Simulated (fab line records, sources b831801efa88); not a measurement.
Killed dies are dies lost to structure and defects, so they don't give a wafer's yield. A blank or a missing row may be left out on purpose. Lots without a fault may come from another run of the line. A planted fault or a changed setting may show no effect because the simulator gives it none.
Split-lot experiment | flow gf180mcu | 5 lots, 23 wafers read, on a route of 602 steps

THE SPLIT
At GF_STI_WET_ETCH_28 (etches SiO2 in dHF, target depth 20 nm, time 40 s), the setting temp_c was moved away from the recipe's 25 C on 15 of the 23 wafers read, by -14.1% to +5.3%. The other wafers ran this setting at the recipe's value.

The reading is taken at the split's own step.

THE READING
SiO2_of_STI_CVD_23.thk_nm (the simulator's own value, which no gauge read), in nm, at GF_STI_WET_ETCH_28 (etches SiO2 in dHF, target depth 20 nm, time 40 s). The file gives no usual value for it. The 8 wafers here that ran the recipe average 402.6 nm, standard deviation 1.4 nm.

wafer  | tool, chamber at the split | temp_c as run, C | against the recipe | SiO2_of_STI_CVD_23.thk_nm, nm | against lot-mates on the recipe
L076.3 | wet_bench-02, 3            | 25               | recipe             | 401.4                         | -
L076.4 | wet_bench-02, 3            | 25               | recipe             | 400.9                         | -
L076.5 | wet_bench-02, 3            | 25               | recipe             | 401.1                         | -
L078.1 | -, -                       | 25               | recipe             | 404.1                         | -
L078.2 | -, -                       | 25               | recipe             | 404.5                         | -
L078.4 | -, -                       | 25               | recipe             | 403                           | -
L078.5 | -, -                       | 25               | recipe             | 401.4                         | -
L078.6 | -, -                       | 25               | recipe             | 404.2                         | -
L079.1 | -, -                       | 26.32            | +5.3%              | 400.8                         | no lot-mate on the recipe
L079.2 | -, -                       | 26.32            | +5.3%              | 401.2                         | no lot-mate on the recipe
L079.3 | -, -                       | 26.32            | +5.3%              | 401.1                         | no lot-mate on the recipe
L079.6 | -, -                       | 26.32            | +5.3%              | 401.1                         | no lot-mate on the recipe
L079.5 | -, -                       | 26.32            | +5.3%              | 402.9                         | no lot-mate on the recipe
L082.1 | -, -                       | 21.48            | -14.1%             | 408.5                         | no lot-mate on the recipe
L082.3 | -, -                       | 21.48            | -14.1%             | 408.5                         | no lot-mate on the recipe
L082.2 | -, -                       | 21.48            | -14.1%             | 407.7                         | no lot-mate on the recipe
L082.5 | -, -                       | 21.48            | -14.1%             | 405.9                         | no lot-mate on the recipe
L082.6 | -, -                       | 21.48            | -14.1%             | 407.6                         | no lot-mate on the recipe
L083.1 | -, -                       | 23.64            | -5.4%              | 406                           | no lot-mate on the recipe
L083.2 | -, -                       | 23.64            | -5.4%              | 407.4                         | no lot-mate on the recipe
L083.3 | -, -                       | 23.64            | -5.4%              | 405.9                         | no lot-mate on the recipe
L083.4 | -, -                       | 23.64            | -5.4%              | 404.6                         | no lot-mate on the recipe
L083.5 | -, -                       | 23.64            | -5.4%              | 406.3                         | no lot-mate on the recipe

THE FIT
A straight line over all 23 wafers: SiO2_of_STI_CVD_23.thk_nm changes by -0.347 nm for each +1% of temp_c; r = -0.88; the points scatter about the line by 1.3 nm.
Too few moved wafers have a lot-mate on the recipe to fit a line with each lot's own level taken away.

THE FILE'S OWN FIT
SiO2_of_STI_CVD_23.thk_nm changes by -0.345 nm for each +1% of temp_c, r = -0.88.
